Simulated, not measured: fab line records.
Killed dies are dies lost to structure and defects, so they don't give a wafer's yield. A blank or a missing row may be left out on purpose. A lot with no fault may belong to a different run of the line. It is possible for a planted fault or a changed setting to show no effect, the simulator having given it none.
Which tool did it? + flow gf180mcu + 24 lots with 72 wafers sampled at 3 steps, on a route of 602 steps

## WHAT EACH GAUGE READ, for each wafer
GF_MVSD_OVL_MEAS_07. Usual: MVSD_OVL gives 0.2 nm (standard deviation 1.3).
| lot  | measured    | on         | MVSD_OVL (nm)  | flag |
|------|-------------|------------|----------------|------|
| L074 | day 4 09:37 | overlay-01 | 0.0 -2.9 -0.6  |      |
| L075 | day 4 19:41 | overlay-01 | 2.9 3.3 1.9    |      |
| L076 | day 4 22:12 | overlay-02 | -1.7 -2.1 -0.9 |      |
| L077 | day 5 02:24 | overlay-01 | 3.1 0.0 0.6    |      |
| L078 | day 5 07:22 | overlay-02 | -0.4 -0.2 -0.5 |      |
| L079 | day 5 15:39 | overlay-02 | 1.4 0.7 -0.3   |      |
| L080 | day 5 20:30 | overlay-01 | 0.5 1.8 -0.6   |      |
| L081 | day 6 01:03 | overlay-02 | 2.1 1.6 2.3    |      |
| L082 | day 6 07:27 | overlay-01 | 0.4 1.5 1.0    |      |
| L083 | day 6 15:35 | overlay-02 | -0.3 1.3 2.1   |      |
| L084 | day 6 21:20 | overlay-01 | 0.7 -0.4 -0.1  |      |
| L085 | day 7 02:54 | overlay-01 | 0.6 -0.1 1.8   |      |
| L086 | day 7 06:31 | overlay-01 | -0.7 2.1 -1.4  |      |
| L087 | day 7 19:43 | overlay-02 | -1.4 -0.5 -0.8 |      |
| L088 | day 7 23:12 | overlay-01 | 1.4 -0.7 0.8   |      |
| L089 | day 8 03:38 | overlay-01 | -0.8 -0.6 0.6  |      |
| L090 | day 8 09:06 | overlay-02 | -2.0 -1.6 -1.8 |      |
| L091 | day 8 14:16 | overlay-02 | -0.5 -1.4 -1.1 |      |
| L092 | day 9 01:50 | overlay-02 | 3.1 1.8 1.8    |      |
| L093 | day 9 01:57 | overlay-01 | 1.4 0.1 0.4    |      |
| L094 | day 9 11:51 | overlay-02 | 0.2 -0.5 -1.0  |      |
| L095 | day 9 14:37 | overlay-01 | 0.2 0.0 -1.9   |      |
| L096 | day 9 17:37 | overlay-01 | 2.5 2.5 1.9    |      |
| L097 | day 9 23:11 | overlay-02 | -2.0 0.3 -0.2  |      |

GF_HV_LDD_OVL_MEAS_32. Usual: HV_LDD_02_OVL gives -0.2 nm (standard deviation 1.4).
| lot  | measured     | on         | HV_LDD_02_OVL (nm) | flag |
|------|--------------|------------|--------------------|------|
| L074 | day 11 07:58 | overlay-02 | 0.5 -0.1 2.2       |      |
| L075 | day 11 21:58 | overlay-01 | 0.4 -0.6 -1.2      |      |
| L076 | day 12 03:47 | overlay-02 | -1.5 -0.1 -1.0     |      |
| L077 | day 12 07:11 | overlay-02 | -1.2 -2.2 -1.5     |      |
| L078 | day 12 14:10 | overlay-02 | 0.8 1.1 0.7        |      |
| L079 | day 13 06:05 | overlay-02 | -1.4 -1.7 -1.8     |      |
| L080 | day 13 08:52 | overlay-01 | -0.9 -0.8 -1.0     |      |
| L081 | day 13 15:55 | overlay-02 | -1.5 0.2 -1.0      |      |
| L082 | day 14 01:05 | overlay-02 | -0.8 1.8 -0.2      |      |
| L083 | day 14 10:25 | overlay-01 | 0.0 0.6 -0.4       |      |
| L084 | day 14 19:28 | overlay-01 | 1.0 0.9 2.1        |      |
| L085 | day 15 04:50 | overlay-02 | -2.2 -1.1 -2.4     |      |
| L086 | day 15 07:05 | overlay-02 | -0.5 -1.7 -0.4     |      |
| L087 | day 15 23:28 | overlay-02 | -1.6 -2.3 -1.8     |      |
| L088 | day 16 09:05 | overlay-02 | 0.5 0.9 1.0        |      |
| L089 | day 16 14:17 | overlay-02 | -0.2 0.4 -0.5      |      |
| L090 | day 16 21:59 | overlay-01 | -0.6 0.3 -1.9      |      |
| L091 | day 17 04:49 | overlay-01 | 0.0 3.2 0.5        |      |
| L092 | day 17 19:13 | overlay-02 | 0.5 0.6 1.4        |      |
| L093 | day 17 22:57 | overlay-01 | 1.5 1.2 2.0        |      |
| L094 | day 18 09:35 | overlay-02 | -2.5 -2.6 -0.5     |      |
| L095 | day 18 14:50 | overlay-02 | -1.0 -1.6 -0.9     |      |
| L096 | day 18 16:50 | overlay-02 | 1.6 1.5 0.8        |      |
| L097 | day 19 01:48 | overlay-01 | 1.0 0.5 1.2        |      |

## EACH LOT AND THE TOOL THAT RAN IT (in order: tool; ch and the chambers of the sampled wafers; start)
| lot  | GF_MVPSD_STRIP_10                    |
|------|--------------------------------------|
| L074 | plasma-asher-02 ch 0,1, day 4 23:53  |
| L075 | plasma-asher-02 ch 0, day 5 09:58    |
| L076 | plasma-asher-02 ch 1, day 5 12:31    |
| L077 | plasma-asher-01 ch 0,1, day 5 16:52  |
| L078 | plasma-asher-03 ch 0,1, day 5 21:43  |
| L079 | plasma-asher-03 ch 0,1, day 6 06:23  |
| L080 | plasma-asher-02 ch 0,1, day 6 11:58  |
| L081 | plasma-asher-03 ch 0,1, day 6 16:16  |
| L082 | plasma-asher-02 ch 0,1, day 6 23:17  |
| L083 | plasma-asher-03 ch 0,1, day 7 07:13  |
| L084 | plasma-asher-02 ch 0,1, day 7 13:19  |
| L085 | plasma-asher-02 ch 0,1, day 7 19:16  |
| L086 | plasma-asher-03 ch 0,1, day 7 22:40  |
| L087 | plasma-asher-01 ch 0, day 8 12:28    |
| L088 | plasma-asher-01 ch 0,1, day 8 16:07  |
| L089 | plasma-asher-03 ch 1, day 8 20:34    |
| L090 | plasma-asher-02 ch 0,1, day 9 02:31  |
| L091 | plasma-asher-02 ch 0,1, day 9 07:49  |
| L092 | plasma-asher-03 ch 0,1, day 9 19:07  |
| L093 | plasma-asher-03 ch 0,1, day 9 19:56  |
| L094 | plasma-asher-02 ch 0,1, day 10 06:04 |
| L095 | plasma-asher-03 ch 0,1, day 10 09:17 |
| L096 | plasma-asher-01 ch 0,1, day 10 12:07 |
| L097 | plasma-asher-02 ch 0,1, day 10 17:55 |
- GF_MVPSD_STRIP_10: strips in O2/N2.

## WHAT THE TOOLS THEMSELVES READ (means of the sampled wafers that have a number; where no wafer has one, the mark that the record gives instead)
GF_MVPSD_STRIP_10. Usual: drypump-motor-current-A 5.8 A, standard deviation 0.46; heater-power-w 332 W, standard deviation 27; oes-product-au 0.722 a.u., standard deviation 0.0049; strip-time-to-endpoint-s 36.94 s, standard deviation 0.079.
| lot  | tool            | drypump-motor-current-A (A) | heater-power-w (W) | oes-product-au (a.u.) | strip-time-to-endpoint-s (s) | flag |
|------|-----------------|-----------------------------|--------------------|-----------------------|------------------------------|------|
| L074 | plasma-asher-02 | 6.1                         | 347                | 0.720                 | 36.95                        |      |
| L075 | plasma-asher-02 | 6.2                         | 361                | 0.727                 | 36.88                        |      |
| L076 | plasma-asher-02 | 5.8                         | 314                | 0.720                 | 37.02                        |      |
| L077 | plasma-asher-01 | 5.5                         | 343                | 0.720                 | 36.94                        |      |
| L078 | plasma-asher-03 | 5.5                         | 307                | 0.721                 | 36.88                        |      |
| L079 | plasma-asher-03 | 5.8                         | 333                | 0.723                 | 37.01                        |      |
| L080 | plasma-asher-02 | 6.0                         | 337                | 0.723                 | 36.98                        |      |
| L081 | plasma-asher-03 | 5.5                         | 308                | 0.721                 | 36.98                        |      |
| L082 | plasma-asher-02 | 5.9                         | 331                | 0.719                 | 36.90                        |      |
| L083 | plasma-asher-03 | 5.5                         | 308                | 0.719                 | 36.90                        |      |
| L084 | plasma-asher-02 | 6.1                         | 346                | 0.722                 | 36.86                        |      |
| L085 | plasma-asher-02 | 6.1                         | 345                | 0.723                 | 36.97                        |      |
| L086 | plasma-asher-03 | 5.8                         | 323                | 0.720                 | 36.92                        |      |
| L087 | plasma-asher-01 | 4.9                         | 358                | 0.726                 | 36.99                        |      |
| L088 | plasma-asher-01 | 5.5                         | 343                | 0.719                 | 36.91                        |      |
| L089 | plasma-asher-03 | 6.2                         | 352                | 0.723                 | 37.00                        |      |
| L090 | plasma-asher-02 | 6.0                         | 333                | 0.727                 | 36.77                        |      |
| L091 | plasma-asher-02 | 6.0                         | 337                | 0.722                 | 37.01                        |      |
| L092 | plasma-asher-03 | 5.8                         | 324                | 0.726                 | 36.91                        |      |
| L093 | plasma-asher-03 | 5.8                         | 327                | 0.717                 | 36.99                        |      |
| L094 | plasma-asher-02 | 6.0                         | 330                | 0.721                 | 37.06                        |      |
| L095 | plasma-asher-03 | 5.5                         | 299                | 0.725                 | 36.95                        |      |
| L096 | plasma-asher-01 | 5.2                         | 357                | 0.723                 | 36.95                        |      |
| L097 | plasma-asher-02 | 6.0                         | 335                | 0.723                 | 36.99                        |      |

## THE ANSWER, worked out from the rows above alone
Rule: a lot is off if the mean of its wafers that have a number lies more than 3 standard deviations from the usual mean. Also off: a lot with no number at a reading for which 4 or more lots have one. The other lots that the step has rows for count as sound. The gauges are gone through in route order, then the tools' own readings, and for those a lot's mean is taken as printed above. The first step at which some lot is off is used, and at that step the reading that is off furthest; a lot without a number counts as furthest.
No lot is off on any of the readings shown, so nothing can be concluded from this.

## WHAT THE SIMULATOR HAD PUT IN
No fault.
